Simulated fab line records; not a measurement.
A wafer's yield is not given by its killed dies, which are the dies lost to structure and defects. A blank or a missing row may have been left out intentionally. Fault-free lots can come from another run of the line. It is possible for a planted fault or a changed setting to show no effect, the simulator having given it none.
fab line records	flow sky130
[record] lots = 24	wafers = 72	lastDay = 50
route steps=708 shown VIA2@510 METAL4@600 CAP2M@616
lots with no fault: from the same line, run without faults
startH: hours from the record's opening day to when the first of the lot's shown wafers began	waitH: time in hours since the lot's previous step	" same as the row above	L1.1+2: a single row standing in for several wafers	- no value, or no start given	* or withheld: withheld	< > ~ a bound
route shown NAME@n: names a module that has steps shown in the file, with the first one's number in the route	usual: average and standard deviation across the fault-free wafers	same: alike in all rows	chamber/n: place in a boat	sites: per-site readings	_std_site: how widely they spread, as a standard deviation	_edge_site: the outer-site mean with the inner-site mean subtracted	radiusMm: how far each site lies from the wafer's centre	mask NAME#n: copy n	behind: the most recent tool/chamber to have shaped the wafer	hold: what put the lot on hold/how long, in hours/how the hold closed	device: which transistor (n, p or np) failed to switch	end of line: tests of these same wafers at the route's end	where a step has no rows: the recipe by itself	killed: dies that structure and defects cost at the first sort, which is not the same as the wafer's yield	map: a wafer's dies, x killed, . not, _ none there
set.NAME: the setting that was run; set.NAME@STEP: the one run at that earlier step	model.NAME: the simulator's own value behind a step, which no gauge read
the route's steps for a sample of lots (tables are steps, rows are wafers)
services: when a tool's chamber went out of use (startH, in hours from the record's first day, below 0 if earlier), for how many hours, and the reason
[[steps]]
[step SKY_VIA2_BOW_MEAS_03]
[recipe] mode = bow
[usual] VIA2_BOW = 85/8.2
lot.wafer	tool	chamber	startH	waitH	VIA2_BOW[um]
L074.1	filmMetro-03	-	823.64	0.1	82
L074.3	"	-	"	"	80
L074.5	"	-	"	"	84
L075.1	filmMetro-01	-	826.67	0.1	79
L075.2	"	-	"	"	78
L075.5	"	-	"	"	77
L077.4	filmMetro-01	-	841.60	0.2	84
L077.5	"	-	"	"	73
L077.6	"	-	"	"	96
L076.2	filmMetro-01	-	843.22	0.2	77
L076.4	"	-	"	"	81
L076.6	"	-	"	"	80
L078.2	filmMetro-02	-	845.91	0.2	86
L078.3	"	-	"	"	88
L078.6	"	-	"	"	75
L079.1	filmMetro-02	-	857.83	0.1	90
L079.2	"	-	"	"	98
L079.6	"	-	"	"	87
L080.1	filmMetro-02	-	889.93	0.1	91
L080.5	"	-	"	"	87
L080.6	"	-	"	"	83
L082.4	filmMetro-03	-	891.10	0.2	81
L082.5	"	-	"	"	82
L082.6	"	-	"	"	82
L081.1	filmMetro-03	-	892.07	0.1	84
L081.5	"	-	"	"	80
L081.6	"	-	"	"	69
L083.1	filmMetro-02	-	894.18	0.2	81
L083.2	"	-	"	"	96
L083.3	"	-	"	"	93
L084.3	filmMetro-03	-	897.58	0.2	73
L084.4	"	-	"	"	83
L084.6	"	-	"	"	79
L085.3	filmMetro-02	-	899.98	0.2	78
L085.5	"	-	"	"	78
L085.6	"	-	"	"	74
L086.2	filmMetro-03	-	911.09	0.1	84
L086.5	"	-	"	"	89
L086.6	"	-	"	"	83
L087.2	filmMetro-02	-	919.82	0.3	81
L087.4	"	-	"	"	88
L087.6	"	-	"	"	90
L088.2	filmMetro-02	-	926.81	0.1	79
L088.4	"	-	"	"	88
L088.5	"	-	"	"	79
L089.1	filmMetro-01	-	928.63	0.1	76
L089.3	"	-	"	"	74
L089.5	"	-	"	"	78
L090.2	filmMetro-01	-	935.78	0.2	89
L090.5	"	-	"	"	90
L090.6	"	-	"	"	81
L091.3	filmMetro-02	-	941.73	0.1	49
L091.4	"	-	"	"	69
L091.6	"	-	"	"	68
L092.1	filmMetro-03	-	954.89	0.1	89
L092.2	"	-	"	"	78
L092.4	"	-	"	"	101
L093.2	filmMetro-03	-	958.56	0.3	96
L093.3	"	-	"	"	93
L093.4	"	-	"	"	95
L094.2	filmMetro-02	-	962.05	0.1	91
L094.3	"	-	"	"	85
L094.5	"	-	"	"	91
L095.1	filmMetro-03	-	970.68	0.2	95
L095.2	"	-	"	"	96
L095.6	"	-	"	"	82
L096.2	filmMetro-01	-	976.67	0.1	78
L096.5	"	-	"	"	87
L096.6	"	-	"	"	86
L097.1	filmMetro-03	-	981.63	0.1	94
L097.4	"	-	"	"	81
L097.5	"	-	"	"	91
[step SKY_VIA2_STRIP_16]
[recipe] chemistry = O2/N2	powerW = 1400	pressureMtorr = 1500	platenTempC = withheld	o2FlowSccm = 3000	n2FlowSccm = 300	overashFraction = 0.5
[usual] chamberPressureMTorr = 1499.9/1.3	drypumpMotorCurrentA = 5.8/0.42	oesProductAu = 0.398/0.0047	stripTimeToEndpointS = 4.042/0.026
lot.wafer	tool	chamber	startH	waitH	chamberPressureMTorr	drypumpMotorCurrentA	oesProductAu	rfHoursCounterH	stripTimeToEndpointS
L074.1	plasmaAsher-04	1	849.03	0.0	1500.1	5.4	0.392	73	4.049
L074.3	"	0	"	"	1498.3	5.5	0.393	-	4.057
L074.5	"	1	"	"	1501.0	5.4	0.398	-	4.021
L075.1	plasmaAsher-02	0	853.18	0.0	1500.7	6.2	0.399	101	4.059
L075.2	"	1	"	"	1501.1	6.0	0.395	101	4.060
L075.5	"	0	"	"	1500.7	6.2	0.403	-	4.023
L077.4	plasmaAsher-02	1	867.33	0.1	1499.3	6.0	0.399	-	4.063
L077.5	"	1	"	"	1499.3	6.0	0.395	-	4.076
L077.6	"	0	"	"	1498.8	6.2	0.400	-	4.099
L076.2	plasmaAsher-02	0	869.37	0.0	1499.6	6.2	0.399	103	4.072
L076.4	"	1	"	"	1498.2	6.0	0.398	-	4.056
L076.6	"	0	"	"	1497.0	6.2	0.399	-	4.058
L078.2	plasmaAsher-04	1	872.18	0.0	1498.2	5.4	0.400	77	4.054
L078.3	"	1	"	"	1500.9	5.4	0.401	-	4.054
L078.6	"	1	"	"	1500.6	5.4	0.384	-	4.027
L079.1	plasmaAsher-04	0	883.73	0.0	1500.9	5.5	0.392	78	4.040
L079.2	"	1	"	"	1498.2	5.4	0.398	78	4.029
L079.6	"	1	"	"	1500.8	5.4	0.399	-	4.043
L080.1	plasmaAsher-01	1	914.88	0.0	1501.2	6.4	0.397	43	4.053
L080.5	"	1	"	"	1499.1	6.4	0.403	-	4.068
L080.6	"	0	"	"	1497.0	5.0	0.398	-	4.047
L082.4	plasmaAsher-02	0	916.77	0.1	1501.8	6.1	0.399	-	4.078
L082.5	"	0	"	"	1500.3	6.1	0.405	-	4.074
L082.6	"	1	"	"	1498.8	5.9	0.399	-	4.050
L081.1	plasmaAsher-04	0	917.55	0.0	1498.7	5.5	0.398	81	4.028
L081.5	"	1	"	"	1499.4	5.4	0.409	-	4.037
L081.6	"	0	"	"	1500.2	5.5	0.392	-	4.091
L083.1	plasmaAsher-02	0	919.83	0.0	1501.0	6.2	0.402	108	4.064
L083.2	"	1	"	"	1500.4	6.0	0.403	108	4.030
L083.3	"	0	"	"	1500.9	6.2	0.399	-	4.008
L084.3	plasmaAsher-04	0	923.57	0.1	1499.2	5.5	0.394	-	4.076
L084.4	"	1	"	"	1499.2	5.4	0.396	-	4.050
L084.6	"	1	"	"	1500.2	5.4	0.386	-	4.083
L085.3	plasmaAsher-01	1	925.61	0.1	1498.8	6.4	0.400	-	4.030
L085.5	"	1	"	"	1500.1	6.4	0.404	-	4.049
L085.6	"	0	"	"	1500.3	5.0	0.401	-	4.014
L086.2	plasmaAsher-02	1	935.98	0.0	1501.5	5.9	0.402	110	4.005
L086.5	"	0	"	"	1501.5	6.2	0.401	-	4.030
L086.6	"	1	"	"	1498.3	5.9	0.387	-	4.010
L087.2	plasmaAsher-04	0	944.18	0.0	1501.2	5.5	0.405	84	4.022
L087.4	"	1	"	"	1500.2	5.4	0.390	-	4.043
L087.6	"	1	"	"	1499.8	5.4	0.409	-	4.069
L088.2	plasmaAsher-01	0	951.63	0.0	1500.0	5.0	0.403	47	4.043
L088.4	"	0	"	"	1496.8	5.0	0.399	-	4.027
L088.5	"	1	"	"	1498.7	6.4	0.400	-	4.022
L089.1	plasmaAsher-02	0	952.88	0.0	1499.5	6.2	0.404	111	4.041
L089.3	"	1	"	"	1499.8	6.0	0.405	-	4.013
L089.5	"	1	"	"	1500.9	5.9	0.391	-	4.008
L090.2	plasmaAsher-02	1	959.68	0.0	1499.7	6.0	0.403	112	4.041
L090.5	"	1	"	"	1500.9	6.0	0.396	-	4.046
L090.6	"	0	"	"	1502.9	6.2	0.397	-	3.979
L091.3	plasmaAsher-02	0	966.01	0.1	1501.0	6.2	0.401	-	4.074
L091.4	"	1	"	"	1499.1	6.0	0.406	-	4.046
L091.6	"	1	"	"	1495.9	6.0	0.403	-	3.996
L092.1	plasmaAsher-02	1	978.58	0.0	1500.6	6.0	0.396	114	4.014
L092.2	"	0	"	"	1499.9	6.2	0.398	114	4.068
L092.4	"	0	"	"	1500.0	6.2	0.402	-	4.086
L093.2	plasmaAsher-04	1	982.83	0.0	1501.1	5.4	0.396	87	4.019
L093.3	"	0	"	"	1499.4	5.5	0.403	-	4.089
L093.4	"	1	"	"	1499.6	5.4	0.404	-	4.059
L094.2	plasmaAsher-02	1	986.49	0.0	1499.2	6.0	0.394	115	4.033
L094.3	"	0	"	"	1499.8	6.2	0.400	-	4.024
L094.5	"	1	"	"	1500.3	5.9	0.396	-	4.017
L095.1	plasmaAsher-02	0	994.74	0.0	1497.7	6.2	0.395	116	4.060
L095.2	"	1	"	"	1500.2	6.0	0.403	116	4.012
L095.6	"	0	"	"	1499.6	6.2	0.398	-	4.070
L096.2	plasmaAsher-02	1	999.84	0.0	1500.9	5.9	0.403	116	4.056
L096.5	"	1	"	"	1499.7	6.0	0.390	-	4.055
L096.6	"	0	"	"	1500.3	6.2	0.398	-	4.041
L097.1	plasmaAsher-01	1	1005.29	0.0	1499.6	6.4	0.391	52	4.071
L097.4	"	0	"	"	1501.3	5.0	0.399	-	4.012
L097.5	"	1	"	"	1500.0	6.4	0.391	-	4.011
[step SKY_METAL4_SPUTTER_02]
[recipe] material = AlCu	targetThkNm = 735	powerW = 10600	timeS = 39.1	chamberPressurePa = 0.4
[usual] throttleValvePct = 29.9/1.1
lot.wafer	tool	chamber	startH	waitH	throttleValvePct
L074.1	pvdSputter-04	-	929.88	0.0	29.1
L074.3	"	-	"	"	29.5
L074.5	"	-	"	"	30.5
L075.1	pvdSputter-04	-	934.59	0.0	29.5
L075.2	"	-	"	"	31.4
L075.5	"	-	"	"	31.0
L077.4	pvdSputter-04	-	947.50	0.0	31.4
L077.5	"	-	"	"	30.3
L077.6	"	-	"	"	31.6
L076.2	pvdSputter-03	-	949.14	0.0	30.8
L076.4	"	-	"	"	27.7
L076.6	"	-	"	"	31.2
L078.2	pvdSputter-04	-	952.00	0.0	30.7
L078.3	"	-	"	"	29.4
L078.6	"	-	"	"	28.5
L079.1	pvdSputter-04	-	964.04	0.0	28.6
L079.2	"	-	"	"	30.4
L079.6	"	-	"	"	30.5
L082.4	pvdSputter-02	-	993.63	0.0	29.4
L082.5	"	-	"	"	29.0
L082.6	"	-	"	"	29.9
L080.1	pvdSputter-03	-	993.78	0.0	30.4
L080.5	"	-	"	"	27.8
L080.6	"	-	"	"	31.4
L081.1	pvdSputter-04	-	995.39	0.0	29.4
L081.5	"	-	"	"	29.5
L081.6	"	-	"	"	28.6
L083.1	pvdSputter-03	-	997.94	0.0	31.5
L083.2	"	-	"	"	27.4
L083.3	"	-	"	"	30.5
L084.3	pvdSputter-03	-	1000.44	0.0	30.9
L084.4	"	-	"	"	27.5
L084.6	"	-	"	"	31.1
L085.3	pvdSputter-04	-	1003.79	0.0	30.4
L085.5	"	-	"	"	29.6
L085.6	"	-	"	"	28.7
L086.2	pvdSputter-03	-	1012.78	0.0	27.6
L086.5	"	-	"	"	30.5
L086.6	"	-	"	"	30.3
L087.2	pvdSputter-04	-	1021.94	0.0	28.7
L087.4	"	-	"	"	28.7
L087.6	"	-	"	"	31.5
L088.2	pvdSputter-02	-	1026.76	0.0	29.2
L088.4	"	-	"	"	30.0
L088.5	"	-	"	"	29.3
L089.1	pvdSputter-02	-	1027.61	0.0	29.2
L089.3	"	-	"	"	29.4
L089.5	"	-	"	"	30.1
L090.2	pvdSputter-02	-	1034.44	0.0	29.3
L090.5	"	-	"	"	29.3
L090.6	"	-	"	"	30.0
L091.3	pvdSputter-03	-	1040.01	0.0	30.2
L091.4	"	-	"	"	30.8
L091.6	"	-	"	"	30.1
L092.1	pvdSputter-04	-	1052.00	0.0	28.8
L092.2	"	-	"	"	30.6
L092.4	"	-	"	"	29.7
L093.2	pvdSputter-03	-	1055.88	0.0	31.3
L093.3	"	-	"	"	30.9
L093.4	"	-	"	"	30.3
L094.2	pvdSputter-02	-	1060.15	0.0	29.5
L094.3	"	-	"	"	29.9
L094.5	"	-	"	"	30.0
L095.1	pvdSputter-04	-	1068.11	0.0	28.8
L095.2	"	-	"	"	30.6
L095.6	"	-	"	"	30.6
L096.2	pvdSputter-04	-	1073.55	0.0	30.5
L096.5	"	-	"	"	28.8
L096.6	"	-	"	"	29.3
L097.1	pvdSputter-04	-	1077.29	0.0	28.8
L097.4	"	-	"	"	29.5
L097.5	"	-	"	"	28.8
[step SKY_METAL4_SPUTTER_03]
[recipe] material = Ti	targetThkNm = 5	powerW = 3000	timeS = 3.3	chamberPressurePa = 0.4
[usual] throttleValvePct = 29.9/1.1
lot.wafer	tool	chamber	startH	waitH	throttleValvePct
L074.1	pvdSputter-04	-	929.92	0.0	28.6
L074.3	"	-	"	"	29.7
L074.5	"	-	"	"	30.6
L075.1	pvdSputter-04	-	934.62	0.0	29.6
L075.2	"	-	"	"	31.2
L075.5	"	-	"	"	31.2
L077.4	pvdSputter-04	-	947.54	0.0	31.4
L077.5	"	-	"	"	30.6
L077.6	"	-	"	"	31.6
L076.2	pvdSputter-03	-	949.18	0.0	31.0
L076.4	"	-	"	"	27.7
L076.6	"	-	"	"	31.4
L078.2	pvdSputter-04	-	952.04	0.0	30.9
L078.3	"	-	"	"	29.6
L078.6	"	-	"	"	28.8
L079.1	pvdSputter-04	-	964.07	0.0	29.0
L079.2	"	-	"	"	30.4
L079.6	"	-	"	"	30.5
L082.4	pvdSputter-02	-	993.67	0.0	29.4
L082.5	"	-	"	"	29.4
L082.6	"	-	"	"	30.0
L080.1	pvdSputter-03	-	993.82	0.0	30.3
L080.5	"	-	"	"	27.4
L080.6	"	-	"	"	31.5
L081.1	pvdSputter-04	-	995.42	0.0	29.8
L081.5	"	-	"	"	29.3
L081.6	"	-	"	"	29.0
L083.1	pvdSputter-03	-	997.97	0.0	31.4
L083.2	"	-	"	"	27.6
L083.3	"	-	"	"	30.4
L084.3	pvdSputter-03	-	1000.47	0.0	30.9
L084.4	"	-	"	"	27.5
L084.6	"	-	"	"	31.4
L085.3	pvdSputter-04	-	1003.82	0.0	30.4
L085.5	"	-	"	"	29.5
L085.6	"	-	"	"	28.8
L086.2	pvdSputter-03	-	1012.82	0.0	27.5
L086.5	"	-	"	"	30.7
L086.6	"	-	"	"	30.5
L087.2	pvdSputter-04	-	1021.97	0.0	28.8
L087.4	"	-	"	"	29.0
L087.6	"	-	"	"	31.3
L088.2	pvdSputter-02	-	1026.80	0.0	29.3
L088.4	"	-	"	"	30.2
L088.5	"	-	"	"	29.3
L089.1	pvdSputter-02	-	1027.65	0.0	29.4
L089.3	"	-	"	"	29.4
L089.5	"	-	"	"	30.0
L090.2	pvdSputter-02	-	1034.47	0.0	29.1
L090.5	"	-	"	"	29.3
L090.6	"	-	"	"	30.0
L091.3	pvdSputter-03	-	1040.05	0.0	30.4
L091.4	"	-	"	"	31.0
L091.6	"	-	"	"	30.2
L092.1	pvdSputter-04	-	1052.04	0.0	28.7
L092.2	"	-	"	"	30.2
L092.4	"	-	"	"	29.5
L093.2	pvdSputter-03	-	1055.92	0.0	31.1
L093.3	"	-	"	"	30.9
L093.4	"	-	"	"	30.0
L094.2	pvdSputter-02	-	1060.19	0.0	29.3
L094.3	"	-	"	"	30.0
L094.5	"	-	"	"	30.2
L095.1	pvdSputter-04	-	1068.14	0.0	28.4
L095.2	"	-	"	"	30.6
L095.6	"	-	"	"	30.3
L096.2	pvdSputter-04	-	1073.59	0.0	30.7
L096.5	"	-	"	"	28.7
L096.6	"	-	"	"	29.7
L097.1	pvdSputter-04	-	1077.33	0.0	28.7
L097.4	"	-	"	"	29.6
L097.5	"	-	"	"	29.0
[step SKY_METAL4_SPUTTER_04]
[recipe] material = TiN	targetThkNm = 70	powerW = 6500	timeS = 58.3	chamberPressurePa = 0.4
[usual] throttleValvePct = 29.9/1.1
lot.wafer	tool	chamber	startH	waitH	throttleValvePct
L074.1	pvdSputter-04	-	929.93	0.0	28.2
L074.3	"	-	"	"	29.5
L074.5	"	-	"	"	30.6
L075.1	pvdSputter-04	-	934.64	0.0	29.4
L075.2	"	-	"	"	31.5
L075.5	"	-	"	"	31.2
L077.4	pvdSputter-04	-	947.55	0.0	31.4
L077.5	"	-	"	"	30.2
L077.6	"	-	"	"	31.4
L076.2	pvdSputter-03	-	949.20	0.0	30.8
L076.4	"	-	"	"	27.5
L076.6	"	-	"	"	31.5
L078.2	pvdSputter-04	-	952.06	0.0	30.5
L078.3	"	-	"	"	29.8
L078.6	"	-	"	"	28.7
L079.1	pvdSputter-04	-	964.09	0.0	28.6
L079.2	"	-	"	"	30.4
L079.6	"	-	"	"	30.8
L082.4	pvdSputter-02	-	993.69	0.0	29.5
L082.5	"	-	"	"	29.3
L082.6	"	-	"	"	29.9
L080.1	pvdSputter-03	-	993.83	0.0	30.2
L080.5	"	-	"	"	27.8
L080.6	"	-	"	"	31.5
L081.1	pvdSputter-04	-	995.44	0.0	29.3
L081.5	"	-	"	"	29.4
L081.6	"	-	"	"	29.0
L083.1	pvdSputter-03	-	997.99	0.0	31.4
L083.2	"	-	"	"	27.6
L083.3	"	-	"	"	30.2
L084.3	pvdSputter-03	-	1000.49	0.0	30.9
L084.4	"	-	"	"	27.8
L084.6	"	-	"	"	31.4
L085.3	pvdSputter-04	-	1003.84	0.0	30.5
L085.5	"	-	"	"	29.6
L085.6	"	-	"	"	28.7
L086.2	pvdSputter-03	-	1012.83	0.0	27.6
L086.5	"	-	"	"	30.5
L086.6	"	-	"	"	30.0
L087.2	pvdSputter-04	-	1021.99	0.0	29.0
L087.4	"	-	"	"	28.8
L087.6	"	-	"	"	31.4
L088.2	pvdSputter-02	-	1026.82	0.0	29.0
L088.4	"	-	"	"	29.8
L088.5	"	-	"	"	29.0
L089.1	pvdSputter-02	-	1027.67	0.0	29.3
L089.3	"	-	"	"	29.2
L089.5	"	-	"	"	30.1
L090.2	pvdSputter-02	-	1034.49	0.0	29.5
L090.5	"	-	"	"	29.0
L090.6	"	-	"	"	30.2
L091.3	pvdSputter-03	-	1040.07	0.0	30.2
L091.4	"	-	"	"	30.9
L091.6	"	-	"	"	30.4
L092.1	pvdSputter-04	-	1052.06	0.0	29.0
L092.2	"	-	"	"	30.6
L092.4	"	-	"	"	29.4
L093.2	pvdSputter-03	-	1055.94	0.0	31.4
L093.3	"	-	"	"	31.0
L093.4	"	-	"	"	30.3
L094.2	pvdSputter-02	-	1060.21	0.0	29.3
L094.3	"	-	"	"	30.0
L094.5	"	-	"	"	29.9
L095.1	pvdSputter-04	-	1068.16	0.0	29.1
L095.2	"	-	"	"	30.7
L095.6	"	-	"	"	30.4
L096.2	pvdSputter-04	-	1073.61	0.0	30.6
L096.5	"	-	"	"	28.9
L096.6	"	-	"	"	29.5
L097.1	pvdSputter-04	-	1077.35	0.0	28.9
L097.4	"	-	"	"	29.6
L097.5	"	-	"	"	28.5
[step SKY_CAP2M_METAL_ETCH_13]
[recipe] targetDepthNm = 220	stopOn = SiO2	chemistry = Cl2/BCl3	target = TiN	pressureMtorr = 10	icpW = 900	biasW = 48.5	Cl2_flow_sccm = 60	bcl3FlowSccm = 30	timeS = 62.9
[usual] chamberPressureMTorr = 10.000/0.009	drypumpMotorCurrentA = 5.8/0.36	oesProductAu = 0.941/0.0082	throttleValvePct = 21.902/0.0099
lot.wafer	tool	chamber	startH	waitH	chamberPressureMTorr	drypumpMotorCurrentA	oesProductAu	rfHoursCounterH	throttleValvePct
L074.1	rieMetal-03	0	954.51	0.0	10.013	5.8	0.941	7	21.902
L074.3	"	1	"	"	10.002	6.1	0.936	-	21.903
L074.5	"	0	"	"	9.993	5.8	0.935	-	21.921
L075.1	rieMetal-03	0	958.61	0.0	9.997	5.9	0.946	7	21.907
L075.2	"	1	"	"	10.004	6.1	0.948	19	21.925
L075.5	"	1	"	"	10.018	6.1	0.946	-	21.906
L077.4	rieMetal-01	0	971.83	0.0	10.017	5.4	0.943	-	21.905
L077.5	"	1	"	"	10.005	6.4	0.934	-	21.909
L077.6	"	0	"	"	10.003	5.4	0.934	-	21.901
L076.2	rieMetal-03	0	972.81	0.0	10.004	5.8	0.945	9	21.901
L076.4	"	0	"	"	9.991	5.8	0.935	-	21.892
L076.6	"	1	"	"	9.989	6.1	0.929	-	21.921
L078.2	rieMetal-04	0	976.41	0.0	10.006	5.6	0.932	10	21.906
L078.3	"	0	"	"	10.002	5.6	0.929	-	21.907
L078.6	"	1	"	"	9.994	5.2	0.923	-	21.909
L079.1	rieMetal-03	0	988.36	0.0	10.012	5.9	0.944	9	21.901
L079.2	"	1	"	"	9.995	6.1	0.944	20	21.896
L079.6	"	1	"	"	9.988	6.1	0.942	-	21.900
L082.4	rieMetal-03	0	1017.04	0.1	10.002	5.8	0.948	-	21.890
L082.5	"	0	"	"	9.988	5.8	0.932	-	21.896
L082.6	"	0	"	"	10.001	5.8	0.924	-	21.902
L080.1	rieMetal-04	0	1017.26	0.0	10.000	5.6	0.954	13	21.895
L080.5	"	0	"	"	9.997	5.6	0.948	-	21.901
L080.6	"	1	"	"	9.986	5.2	0.942	-	21.884
L081.1	rieMetal-03	0	1019.05	0.0	9.996	5.9	0.948	12	21.886
L081.5	"	0	"	"	10.008	5.9	0.947	-	21.889
L081.6	"	0	"	"	10.005	5.8	0.961	-	21.894
L083.1	rieMetal-03	0	1020.95	0.0	9.989	5.8	0.926	12	21.905
L083.2	"	0	"	"	9.994	5.9	0.933	-	21.904
L083.3	"	0	"	"	10.009	5.9	0.947	-	21.892
L084.3	rieMetal-03	0	1023.01	0.1	9.993	5.8	0.939	-	21.909
L084.4	"	0	"	"	9.990	5.9	0.938	-	21.895
L084.6	"	0	"	"	10.000	5.9	0.933	-	21.904
L085.3	rieMetal-03	0	1026.10	0.1	10.011	5.9	0.938	-	21.923
L085.5	"	0	"	"	9.984	5.8	0.940	-	21.897
L085.6	"	0	"	"	10.013	5.8	0.940	-	21.886
L086.2	rieMetal-03	0	1035.64	0.0	10.009	5.8	0.942	-	21.901
L086.5	"	0	"	"	10.021	5.9	0.940	-	21.910
L086.6	"	0	"	"	10.008	5.8	0.946	-	21.898
L087.2	rieMetal-04	1	1044.96	0.0	10.001	5.2	0.943	9	21.898
L087.4	"	1	"	"	10.020	5.2	0.941	-	21.917
L087.6	"	1	"	"	9.999	5.2	0.945	-	21.905
L088.2	rieMetal-01	1	1049.21	0.0	10.009	6.4	0.940	17	21.895
L088.4	"	0	"	"	9.988	5.5	0.922	-	21.896
L088.5	"	1	"	"	10.000	6.4	0.931	-	21.903
L089.1	rieMetal-03	0	1050.66	0.0	10.010	5.9	0.934	15	21.895
L089.3	"	0	"	"	10.003	5.8	0.922	-	21.922
L089.5	"	0	"	"	9.997	5.9	0.937	-	21.885
L090.2	rieMetal-04	0	1056.41	0.0	10.003	5.6	0.933	15	21.885
L090.5	"	0	"	"	10.012	5.6	0.931	-	21.911
L090.6	"	1	"	"	10.008	5.2	0.943	-	21.894
L091.3	rieMetal-04	0	1062.54	0.0	10.002	5.6	0.945	-	21.912
L091.4	"	1	"	"	9.988	5.2	0.948	-	21.899
L091.6	"	0	"	"	10.008	5.6	0.941	-	21.895
L092.1	rieMetal-01	1	1073.31	0.0	9.996	6.4	0.940	19	21.910
L092.2	"	0	"	"	10.010	5.4	0.949	9	21.903
L092.4	"	0	"	"	9.988	5.4	0.953	-	21.879
L093.2	rieMetal-04	0	1076.66	0.0	10.003	5.5	0.935	16	21.908
L093.3	"	0	"	"	9.980	5.6	0.948	-	21.892
L093.4	"	1	"	"	10.009	5.2	0.955	-	21.891
L094.2	rieMetal-01	1	1080.90	0.0	9.990	6.4	0.930	19	21.914
L094.3	"	0	"	"	9.993	5.5	0.932	-	21.919
L094.5	"	1	"	"	10.003	6.4	0.944	-	21.906
L095.1	rieMetal-04	0	1088.86	0.0	10.016	5.6	0.945	17	21.902
L095.2	"	1	"	"	9.992	5.2	0.934	12	21.903
L095.6	"	0	"	"	9.998	5.6	0.939	-	21.911
L096.2	rieMetal-01	1	1094.70	0.0	10.014	6.4	0.945	21	21.902
L096.5	"	1	"	"	9.994	6.4	0.946	-	21.883
L096.6	"	0	"	"	10.007	5.5	0.948	-	21.900
L097.1	rieMetal-01	1	1097.96	0.0	9.998	6.4	0.954	21	21.891
L097.4	"	0	"	"	9.987	5.5	0.947	-	21.897
L097.5	"	1	"	"	9.988	6.4	0.943	-	21.887
[[services]]
tool	chamber	startH	hours	kind
plasmaAsher-01	-	849.71	28.1	pm
pvdSputter-02	-	853.56	1.4	repair
rieMetal-03	0	860.64	5.8	repair
rieMetal-04	1	868.52	7.3	repair
pvdSputter-04	-	882.69	7.0	repair
plasmaAsher-04	-	888.44	2.3	repair
plasmaAsher-02	-	923.70	1.6	repair
plasmaAsher-02	-	923.72	0.9	repair
pvdSputter-04	-	941.97	3.6	repair
pvdSputter-02	-	942.76	0.7	repair
plasmaAsher-04	-	953.35	3.3	repair
pvdSputter-04	-	958.96	1.2	repair
rieMetal-01	-	969.68	0.5	repair
rieMetal-04	-	970.30	2.2	repair
rieMetal-03	-	973.22	14.6	pm
plasmaAsher-01	-	990.56	1.6	repair
rieMetal-03	1	995.99	189.0	repair
pvdSputter-04	1	1015.22	-	consumableReplace:kit
pvdSputter-04	1	1015.22	18.0	scheduledDown
rieMetal-01	-	1024.27	3.6	repair
rieMetal-01	0	1030.09	1.1	repair
plasmaAsher-04	-	1046.80	2.8	pm
plasmaAsher-02	-	1055.25	9.0	pm
plasmaAsher-02	-	1080.87	0.6	repair
[[key]]
fault none
